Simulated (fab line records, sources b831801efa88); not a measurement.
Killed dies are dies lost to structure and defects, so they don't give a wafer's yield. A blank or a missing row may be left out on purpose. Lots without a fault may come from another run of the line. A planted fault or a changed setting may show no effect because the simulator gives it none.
Problem report in the 8D (eight disciplines) form, filled by code | flow sky130 | the parts of the form that need people (team, actions taken, sign-off) are left out

1. THE PROBLEM
VT_ADJUST_NCORE_TW at SKY_VT_ADJUST_NCORE_TW_MEAS_11 reads a mean of 232.4 on 6 wafers of 2 lots; wafers without a fault read 218.4 with a standard deviation of 1.8. That is +7.8 standard deviations from the usual mean.
First seen on wafer L496.1, day 12 14:29, on film_metro-01. The record holds 36 wafers of 12 lots with a number at this step. Rule for "out", or "out of limits": more than 4 standard deviations from the usual mean. The other wafers with a number count as sound.

2. WHAT IT IS AND WHAT IT IS NOT
question                    | is                           | is not
which readings at this step | VT_ADJUST_NCORE_TW           | -
which lots                  | L496, L497                   | L482, L485, L487, L490, L491, L492, L493, L495, L498, L499
which wafers of those lots  | all that have a number       | -
read on which gauges        | film_metro-01, film_metro-02 | film_metro-04
when                        | from day 12 14:29            | up to then (24 sound wafers); but 6 sound wafers of L498, L499 came after

3. SUSPECTS, AND WHAT RULES EACH OUT
Counting: a tool at a process step up to the reading stays a suspect if it ran every lot that is out and no sound lot after the first of them.
- the gauge at SKY_VT_ADJUST_NCORE_TW_MEAS_11: ruled out. The wafers that are out were read on 2 gauges (film_metro-01, film_metro-02).
- implanter-03 at SKY_VT_ADJUST_NCORE_IMPLANT_09: kept. It ran every lot that is out, first L496 (day 12 14:14), and no sound lot after that; its last sound lot up to then is L495 (day 12 12:08). Its own readings are out on those wafers: beam_on_s, faraday_current_uA.
Left after counting: implanter-03 at SKY_VT_ADJUST_NCORE_IMPLANT_09.

4. THE CAUSE (what the simulator had put in)
Process parameter drift: implanter-03, from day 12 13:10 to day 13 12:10, at SKY_VT_ADJUST_NCORE_IMPLANT_09. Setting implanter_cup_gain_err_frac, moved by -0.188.
Counting left only this tool.

5. THE CHAIN OF EFFECTS, in route order
Each row: a reading whose mean over the struck wafers that have a number lies more than 3 standard deviations from the usual. Only readings for which the record gives a usual standard deviation are gone through. hours: the time from each lot's start at the first step in this table that gives one to its start at this step, as a median over the lots. sigmas: the change in usual standard deviations.
hours | step                           | reading            | usual   | on struck wafers | change | sigmas
0     | SKY_VT_ADJUST_NCORE_IMPLANT_09 | beam_on_s          | 10.01 s | 12.48            | +2.47  | +13
0     | SKY_VT_ADJUST_NCORE_IMPLANT_09 | faraday_current_uA | 13.53   | 10.86            | -2.67  | -10
0     | SKY_VT_ADJUST_NCORE_TW_MEAS_11 | VT_ADJUST_NCORE_TW | 218.4   | 232.4            | +14.0  | +7.8
The process steps in it:
- SKY_VT_ADJUST_NCORE_IMPLANT_09
Later measuring or inspecting steps at which every struck wafer that the step has a row for has a number for every such reading, and none has moved that far: SKY_SONOS_ONO_THK_MEAS_01.

6. WHAT WOULD HAVE CAUGHT IT SOONER
In this record the first reading out of limits at a measuring or inspecting step was taken at day 12 14:29, 1 hour after the fault began at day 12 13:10.
The tool's own readings at SKY_VT_ADJUST_NCORE_IMPLANT_09 were out on every struck wafer that the step has a row for (beam_on_s, faraday_current_uA): an alarm limit on them would have fired on the first of those.
Of the lots that are out (2), L497 began SKY_VT_ADJUST_NCORE_IMPLANT_09 on implanter-03 after day 12 14:29. A hold on the tool at that time would have spared it.
